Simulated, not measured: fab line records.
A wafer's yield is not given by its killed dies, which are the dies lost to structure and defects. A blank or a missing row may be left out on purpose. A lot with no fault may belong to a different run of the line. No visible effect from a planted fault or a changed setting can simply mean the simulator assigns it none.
Tool commonality check | flow gf180mcu | 12 lots and 42 wafers in the sample

## WHY IT WAS OPENED
On 2 of the 12 lots, a flag is raised at GF_STI_CD_MEAS_12 on the reading cdNm. No-fault wafers: 220.0 nm, standard deviation 1.1.
Rule: a lot gets a flag if all its wafers with a number sit over 4 standard deviations from that mean, or if no wafer of it has a number. As for the other lots, they are considered sound.

lot  | measured    | on       | cdNm (nm), wafer by wafer           | flag
L607 | day 2 03:35 | cdSem-01 | 219.2 218.0 218.4                   | 
L608 | day 2 07:12 | cdSem-02 | 219.1 218.1 219.7                   | 
L609 | day 2 12:25 | cdSem-02 | 222.4 220.9 220.7                   | 
L610 | day 2 16:29 | cdSem-02 | 220.5 220.1 221.2                   | 
L611 | day 2 23:01 | cdSem-01 | 222.1 221.6 221.0                   | 
L620 | day 4 20:08 | cdSem-02 | 220.3 218.3 220.4                   | 
L621 | day 5 03:11 | cdSem-01 | 159.6 173.2 181.0 159.8 173.2 181.0 | FLAGGED
L622 | day 5 07:01 | cdSem-01 | 167.0 134.7 162.2 167.0 134.9 162.1 | FLAGGED
L624 | day 5 17:29 | cdSem-01 | 219.1 220.8 221.3                   | 
L628 | day 6 14:10 | cdSem-02 | 218.8 219.0 219.1                   | 
L629 | day 6 19:25 | cdSem-02 | 219.6 220.3 221.0                   | 
L630 | day 6 23:44 | cdSem-02 | 222.1 222.1 220.0                   | 
On average the flagged lots' numbers are 163.0 nm, which is -57.0 nm against the usual, or -52 standard deviations.

## WHICH TOOL RAN EACH LOT
The record keeps 1 process step preceding the reading, out of 602 steps on the route. Cell contents, in order: the tool; ch with the chambers the sampled wafers went through; the start.
lot  | flag    | GF_STI_EXPOSE_09
L607 |         | krfScanner-02 ch 0, day 1 21:38
L608 |         | krfScanner-02 ch 0, day 2 01:14
L609 |         | krfScanner-02 ch 0, day 2 06:37
L610 |         | krfScanner-02 ch 0, day 2 10:41
L611 |         | krfScanner-01 ch 0, day 2 16:20
L620 |         | krfScanner-02 ch 0, day 4 13:02
L621 | FLAGGED | krfScanner-01 ch 0, day 4 19:57
L622 | FLAGGED | krfScanner-01 ch 0, day 4 23:55
L624 |         | krfScanner-02 ch 0, day 5 10:46
L628 |         | krfScanner-02 ch 0, day 6 06:27
L629 |         | krfScanner-02 ch 0, day 6 11:25
L630 |         | krfScanner-02 ch 0, day 6 16:23
What the steps here do:
- GF_STI_EXPOSE_09: exposes mask COMP, target cd 220 nm.
- GF_STI_CD_MEAS_12: target cd 220 nm.

## FLAGGED AGAINST TOTAL, ONE TOOL AT A TIME (gauges that did the reading follow at the end)
step              | tool          | lots run | flagged | share of the flagged lots | sound lots run after its first flagged lot
GF_STI_EXPOSE_09  | krfScanner-01 | 3        | 2       | all                       | 0
GF_STI_EXPOSE_09  | krfScanner-02 | 9        | 0       | none                      | -
GF_STI_CD_MEAS_12 | cdSem-01      | 5        | 2       | all                       | 1 (L624)
GF_STI_CD_MEAS_12 | cdSem-02      | 7        | 0       | none                      | -

## THE TABLE: WHAT IT ALLOWS
Every flagged lot went through 2 rows of the table: krfScanner-01 at GF_STI_EXPOSE_09 and cdSem-01 at GF_STI_CD_MEAS_12.
- krfScanner-01 at GF_STI_EXPOSE_09: 2 of its 3 lots flagged. Its last sound lot is L611 (day 2 16:20), its first flagged lot L621 (day 4 19:57): a fault that began between those two fits.
- cdSem-01 at GF_STI_CD_MEAS_12: 2 of its 5 lots flagged. After the first flagged lot (L624), sound lots still ran on it; a lasting fault on the whole tool would not permit that.
What remains is a single tool, krfScanner-01 at GF_STI_EXPOSE_09.

## WHAT THE SIMULATOR PUT IN
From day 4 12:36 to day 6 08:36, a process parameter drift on krfScanner-01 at GF_STI_EXPOSE_09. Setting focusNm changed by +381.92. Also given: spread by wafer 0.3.
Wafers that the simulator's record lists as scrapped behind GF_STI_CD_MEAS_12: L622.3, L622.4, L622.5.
Lots struck among those shown: L621, L622. The rule above reached the same finding.
